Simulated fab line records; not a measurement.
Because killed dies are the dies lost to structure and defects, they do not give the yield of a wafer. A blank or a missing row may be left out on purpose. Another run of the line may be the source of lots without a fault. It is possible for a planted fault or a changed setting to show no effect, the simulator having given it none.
Which of the tools did it? + flow gf180mcu + 39 wafers from 13 lots sampled at 4 of the route's 602 steps

WHAT THE GAUGES READ, wafer by wafer
GF_DUAL_GATE_THK_MEAS_03.
| lot  | measured     | on            | DUAL_GATE_OXIDATION_00_THK (nm) |
|------|--------------|---------------|---------------------------------|
| L169 | day 7 18:58  | film-metro-03 | 10.85 10.75 10.68               |
| L171 | day 8 11:09  | film-metro-03 | 10.79 10.68 10.66               |
| L172 | day 8 20:55  | film-metro-04 | 10.83 10.77 10.92               |
| L173 | day 8 22:40  | film-metro-03 | 11.07 11.07 11.13               |
| L174 | day 9 03:02  | film-metro-01 | 10.71 10.96 10.99               |
| L175 | day 9 19:43  | film-metro-04 | 10.94 10.77 10.85               |
| L182 | day 11 13:27 | film-metro-04 | 10.58 10.68 10.67               |
| L183 | day 11 19:26 | film-metro-03 | 10.75 10.75 10.72               |
| L186 | day 12 14:22 | film-metro-01 | 10.99 10.97 11.26               |
| L187 | day 12 20:28 | film-metro-03 | 10.68 10.51 10.44               |
| L188 | day 13 05:44 | film-metro-01 | 10.78 10.77 10.78               |
| L189 | day 13 12:57 | film-metro-03 | 10.66 10.64 10.72               |
| L192 | day 14 14:49 | film-metro-01 | 11.06 11.02 11.10               |

GF_HV_LDD_RS_MEAS_53: measurement is done with a four-point probe.
| lot  | measured     | on            | HV_LDD_RS (ohm/sq)                  |
|------|--------------|---------------|-------------------------------------|
| L169 | day 12 18:10 | film-metro-02 | 415.9 417.2 416.3                   |
| L171 | day 13 10:22 | film-metro-01 | 417.5 417.9 417.4                   |
| L172 | day 13 23:19 | film-metro-02 | 419.7 419.5 419.8                   |
| L173 | day 13 23:32 | film-metro-02 | 419.4 418.9 420.0                   |
| L174 | day 14 05:46 | film-metro-02 | 418.6 418.2 416.7                   |
| L175 | day 15 00:06 | film-metro-01 | 418.0 416.8 418.1                   |
| L182 | day 17 02:09 | film-metro-01 | 413.9 414.5 412.8 414.2 413.9 413.1 |
| L183 | day 17 11:52 | film-metro-02 | 413.9 414.0 414.3 413.4 413.4 414.7 |
| L186 | day 18 11:35 | film-metro-02 | 418.4 418.7 418.2                   |
| L187 | day 18 20:54 | film-metro-01 | 418.2 419.5 418.5                   |
| L188 | day 19 08:37 | film-metro-02 | 419.7 418.3 420.1                   |
| L189 | day 19 19:59 | film-metro-01 | 418.8 417.3 419.0                   |
| L192 | day 20 18:29 | film-metro-01 | 417.2 417.1 417.7                   |

GF_PSD_RS_MEAS_14: measurement is done with a four-point probe.
| lot  | measured     | on            | NSD_RS (ohm/sq)   |
|------|--------------|---------------|-------------------|
| L169 | day 14 14:22 | film-metro-02 | 46.16 46.05 46.04 |
| L171 | day 15 06:50 | film-metro-02 | 46.20 46.28 46.19 |
| L172 | day 15 21:19 | film-metro-03 | 46.07 46.03 46.15 |
| L173 | day 15 22:15 | film-metro-02 | 46.37 46.28 46.35 |
| L174 | day 16 04:07 | film-metro-04 | 46.08 45.98 46.10 |
| L175 | day 16 23:38 | film-metro-02 | 46.27 46.29 46.12 |
| L182 | day 19 06:34 | film-metro-02 | 46.18 46.25 46.26 |
| L183 | day 19 16:28 | film-metro-02 | 46.13 46.17 46.24 |
| L186 | day 20 18:11 | film-metro-04 | 46.07 46.06 45.99 |
| L187 | day 21 01:49 | film-metro-03 | 46.02 46.06 46.10 |
| L188 | day 21 13:46 | film-metro-04 | 46.03 46.01 46.04 |
| L189 | day 22 02:02 | film-metro-04 | 45.88 46.01 45.85 |
| L192 | day 22 21:47 | film-metro-03 | 46.03 46.06 46.19 |

TOOL THAT RAN EACH LOT (tool first, then ch and the chambers of the sampled wafers, then the start)
| lot  | GF_HV_LDD_RTA_52                 |
|------|----------------------------------|
| L169 | rtp-anneal-02 ch 0, day 12 18:05 |
| L171 | rtp-anneal-01 ch 0, day 13 10:18 |
| L172 | rtp-anneal-02 ch 0, day 13 23:15 |
| L173 | rtp-anneal-01 ch 0, day 13 23:28 |
| L174 | rtp-anneal-01 ch 0, day 14 05:42 |
| L175 | rtp-anneal-01 ch 0, day 14 23:57 |
| L182 | rtp-anneal-02 ch 0, day 17 02:04 |
| L183 | rtp-anneal-02 ch 0, day 17 11:48 |
| L186 | rtp-anneal-01 ch 0, day 18 11:31 |
| L187 | rtp-anneal-01 ch 0, day 18 20:50 |
| L188 | rtp-anneal-01 ch 0, day 19 08:33 |
| L189 | rtp-anneal-01 ch 0, day 19 19:55 |
| L192 | rtp-anneal-02 ch 0, day 20 18:21 |
- GF_HV_LDD_RTA_52: time 10 s.

AS READ BY THE TOOLS THEMSELVES (means over the sampled wafers that have a number; for cases with no such wafer, the mark the record gives instead)
GF_HV_LDD_RTA_52.
| lot  | tool          | lamp-power-pct (%) | wafer_temp_C_max |
|------|---------------|--------------------|------------------|
| L169 | rtp-anneal-02 | 34.4               | 1007.7           |
| L171 | rtp-anneal-01 | 35.3               | 1007.2           |
| L172 | rtp-anneal-02 | 34.5               | 1006.5           |
| L173 | rtp-anneal-01 | 35.4               | 1007.8           |
| L174 | rtp-anneal-01 | 35.3               | 1007.8           |
| L175 | rtp-anneal-01 | 35.4               | 1006.2           |
| L182 | rtp-anneal-02 | 25.0               | 886.4            |
| L183 | rtp-anneal-02 | 25.0               | 887.0            |
| L186 | rtp-anneal-01 | 35.4               | 1006.7           |
| L187 | rtp-anneal-01 | 35.4               | 1006.2           |
| L188 | rtp-anneal-01 | 35.4               | 1005.6           |
| L189 | rtp-anneal-01 | 35.4               | 1006.7           |
| L192 | rtp-anneal-02 | 34.4               | 1008.3           |

THE ANSWER, worked out from the rows above alone
Rule: usual is defined by the lots themselves. The widest of any qualifying gaps counts: lots, ordered by their means at a reading, are off when they make up no more than a third of the lots, leave a main group of 4 or more, and stand apart from it by 3 or more times the standard deviation of that group's means. The tables above print the reading to a certain number of digits; a main group whose means all agree to those digits is not used. Also off: a lot with no number at a reading for which 4 or more lots have one. All remaining lots with rows at the step are treated as sound. After the gauges, taken in route order, come the tools' own readings; for these a lot's mean is taken, as printed above. The first step at which some lot is off is used, and at that step the reading that is off furthest; a lot without a number counts as furthest.
Off: L182, L183, at GF_HV_LDD_RTA_52 (wafer_temp_C_max). Main group: mean 1007.0, sd 0.81.
A tool fits if, at that step or a process step before it, it ran every lot that is off, and no sound lot after the first of them. Not one of the candidates tried fits.

WHAT HAD BEEN PUT IN BY THE SIMULATOR
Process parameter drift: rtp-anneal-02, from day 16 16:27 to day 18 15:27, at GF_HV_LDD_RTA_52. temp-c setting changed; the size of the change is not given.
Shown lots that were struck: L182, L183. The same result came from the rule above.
